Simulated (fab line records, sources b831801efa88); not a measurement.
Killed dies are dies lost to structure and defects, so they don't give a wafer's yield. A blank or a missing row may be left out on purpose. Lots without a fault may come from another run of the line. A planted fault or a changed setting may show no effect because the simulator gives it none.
Problem report in the 8D (eight disciplines) form, filled by code | flow sky130 | the parts of the form that need people (team, actions taken, sign-off) are left out

1. THE PROBLEM
LOCAL_INTERCONNECT_TIN_RS at SKY_LOCAL_INTERCONNECT_RS_MEAS_01 reads a mean of 16.03 ohm/sq on 3 wafers of 2 lots; wafers without a fault read 14.10 ohm/sq with a standard deviation of 0.19. That is +10 standard deviations from the usual mean.
The step: measures by four-point-probe.
First seen on wafer L454.3, day 32 18:49, on film_metro-01. The record holds 33 wafers of 11 lots with a number at this step. Rule for "out", or "out of limits": more than 4 standard deviations from the usual mean. The other wafers with a number count as sound.

2. WHAT IT IS AND WHAT IT IS NOT
question                    | is                           | is not
which readings at this step | LOCAL_INTERCONNECT_TIN_RS    | -
which lots                  | L454, L455                   | L446, L447, L450, L456, L457, L458, L460, L464, L465
which wafers of those lots  | L454.3, L454.6, L455.6       | L454.2, L455.2, L455.3
read on which gauges        | film_metro-01, film_metro-04 | film_metro-03
when                        | from day 32 18:49            | up to then (10 sound wafers); but 20 sound wafers of L455, L456, L457, L458, L460, L464, L465 came after

3. SUSPECTS, AND WHAT RULES EACH OUT
Counting: a tool at a process step up to the reading stays a suspect if it ran every lot that is out. Sound lots after the first of them don't rule it out here, since some wafers of a struck lot are sound.
- the gauge at SKY_LOCAL_INTERCONNECT_RS_MEAS_01: ruled out. The wafers that are out were read on 2 gauges (film_metro-01, film_metro-04).
- pvd_sputter-03 at SKY_LOCAL_INTERCONNECT_SPUTTER_00 (material TiN, target thk 100 nm, time 83.3 s): kept. It ran every lot that is out, first L454 (day 32 18:44); its last sound lot up to then is L450 (day 31 23:11).
Left after counting: pvd_sputter-03 at SKY_LOCAL_INTERCONNECT_SPUTTER_00.

4. THE CAUSE (what the simulator had put in)
Site profile drift: pvd_sputter-03, from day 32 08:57 on, at SKY_LOCAL_INTERCONNECT_SPUTTER_00. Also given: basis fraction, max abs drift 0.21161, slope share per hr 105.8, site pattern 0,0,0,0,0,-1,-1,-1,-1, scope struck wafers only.
Counting left only this tool.

5. THE CHAIN OF EFFECTS, in route order
Each row: a reading whose mean over the struck wafers that have a number lies more than 3 standard deviations from the usual. Only readings for which the record gives a usual standard deviation are gone through. hours: the time from each lot's start at the first step in this table that gives one to its start at this step, as a median over the lots. sigmas: the change in usual standard deviations.
hours | step                                 | reading                    | usual        | on struck wafers | change | sigmas
0     | SKY_LOCAL_INTERCONNECT_RS_MEAS_01    | LOCAL_INTERCONNECT_TIN_RS  | 14.10 ohm/sq | 16.03            | +1.93  | +10
0     | SKY_LOCAL_INTERCONNECT_THK_MEAS_02   | LOCAL_INTERCONNECT_TIN_THK | 100.7 nm     | 90.7             | -10.0  | -7.2
27    | SKY_LOCAL_INTERCONNECT_METAL_ETCH_14 | oes_product_au             | 0.943 a.u.   | 0.883            | -0.060 | -6.9
The process steps in it:
- SKY_LOCAL_INTERCONNECT_METAL_ETCH_14: etches TiN in Cl2/BCl3, stops on PSG, target depth 110 nm, time 31.4 s.

6. WHAT WOULD HAVE CAUGHT IT SOONER
In this record the first reading out of limits at a measuring or inspecting step was taken at day 32 18:49, 10 hours after the fault began at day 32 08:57.
Of the tool readings at SKY_LOCAL_INTERCONNECT_SPUTTER_00 for which the record gives a usual standard deviation, none was out on any struck wafer, so an alarm limit of 4 standard deviations on them would not have fired.
Of the lots that are out (2), L455 began SKY_LOCAL_INTERCONNECT_SPUTTER_00 on pvd_sputter-03 after day 32 18:49. A hold on the tool at that time would have spared it.
